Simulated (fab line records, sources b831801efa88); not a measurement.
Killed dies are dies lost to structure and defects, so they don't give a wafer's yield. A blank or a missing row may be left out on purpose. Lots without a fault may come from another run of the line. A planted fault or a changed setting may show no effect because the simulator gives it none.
Which tool did it? | flow gf180mcu | 11 lots, 33 wafers sampled, at 5 steps of a route of 602

WHAT THE GAUGES READ, wafer by wafer
GF_V3_OVL_MEAS_15.
lot  | measured     | on         | V3_OVL (nm)
L797 | day 22 14:07 | overlay-01 | 5 10 10
L798 | day 22 15:58 | overlay-02 | 7 0 1
L801 | day 23 18:39 | overlay-01 | 14 13 9
L802 | day 24 01:31 | overlay-01 | -6 1 -2
L813 | day 27 12:31 | overlay-02 | 10 11 9
L816 | day 28 14:31 | overlay-02 | 2 -10 7
L817 | day 28 18:18 | overlay-01 | -2 4 9
L820 | day 29 23:19 | overlay-01 | 8 -2 7

WHICH TOOL RAN EACH LOT (tool, then ch and the chambers of the sampled wafers, then the start)
lot  | GF_V2_SPUTTER_21             | GF_M3_SPUTTER_04             | GF_M3_METAL_ETCH_16               | GF_M3_STRIP_17
L797 | pvd_sputter-02, day 20 11:59 | pvd_sputter-04, day 20 12:52 | rie_metal-02 ch 0,1, day 21 13:17 | plasma_asher-04 ch 0, day 21 13:25
L798 | pvd_sputter-03, day 20 14:12 | pvd_sputter-04, day 20 15:05 | rie_metal-03 ch 0,1, day 21 15:19 | plasma_asher-04 ch 0,1, day 21 15:26
L801 | pvd_sputter-03, day 21 19:10 | pvd_sputter-04, day 21 20:02 | rie_metal-02 ch 0, day 22 18:47   | plasma_asher-02 ch 0,1, day 22 18:54
L802 | pvd_sputter-02, day 22 01:23 | pvd_sputter-04, day 22 02:16 | rie_metal-03 ch 0,1, day 23 01:50 | plasma_asher-04 ch 0,1, day 23 01:58
L803 | pvd_sputter-01, day 22 21:52 | pvd_sputter-04, day 22 22:44 | rie_metal-02 ch 0,1, day 23 21:14 | plasma_asher-04 ch 0,1, day 23 21:22
L805 | pvd_sputter-01, day 23 00:20 | pvd_sputter-02, day 23 01:13 | rie_metal-03 ch 0,1, day 23 23:44 | plasma_asher-04 ch 0,1, day 23 23:52
L806 | pvd_sputter-01, day 23 14:14 | pvd_sputter-04, day 23 15:13 | rie_metal-03 ch 0, day 24 13:02   | plasma_asher-02 ch 1, day 24 13:10
L813 | pvd_sputter-03, day 25 17:25 | pvd_sputter-04, day 25 18:18 | rie_metal-02 ch 1, day 26 15:08   | plasma_asher-01 ch 0,1, day 26 15:16
L816 | pvd_sputter-01, day 26 20:11 | pvd_sputter-04, day 26 21:04 | rie_metal-03 ch 1, day 27 17:25   | plasma_asher-01 ch 0,1, day 27 17:34
L817 | pvd_sputter-03, day 26 23:28 | pvd_sputter-04, day 27 00:20 | rie_metal-02 ch 0,1, day 27 21:02 | plasma_asher-04 ch 0,1, day 27 21:10
L820 | pvd_sputter-01, day 28 06:02 | pvd_sputter-04, day 28 06:55 | rie_metal-02 ch 0, day 29 02:42   | plasma_asher-04 ch 0,1, day 29 02:58
- GF_V2_SPUTTER_21: material Ti, target thk 15 nm, time 80.02 s.
- GF_M3_SPUTTER_04: material TiN, target thk 50 nm, time 41.7 s.
- GF_M3_METAL_ETCH_16: etches the open film in Cl2/BCl3, stops on SiO2, target depth 750.8 nm, time 125.1 s.
- GF_M3_STRIP_17: strips in O2/N2.

THE ANSWER, worked out from the rows above alone
Rule: what is usual is taken from the lots themselves. Put in order of their means at a reading, lots are off if they are a third of the lots or fewer, leave a main group of 4 or more, and stand apart from it by a gap of 3 or more times the standard deviation of the main group's means; of several such gaps the widest counts. A main group whose means are all the same, to the digits that the tables above print for the reading, isn't used. A lot without any number at a reading at which 4 lots or more have one is off too. The other lots that the step has rows for count as sound.
No lot is off at any reading shown: from this, nothing can be told.

WHAT THE SIMULATOR HAD PUT IN
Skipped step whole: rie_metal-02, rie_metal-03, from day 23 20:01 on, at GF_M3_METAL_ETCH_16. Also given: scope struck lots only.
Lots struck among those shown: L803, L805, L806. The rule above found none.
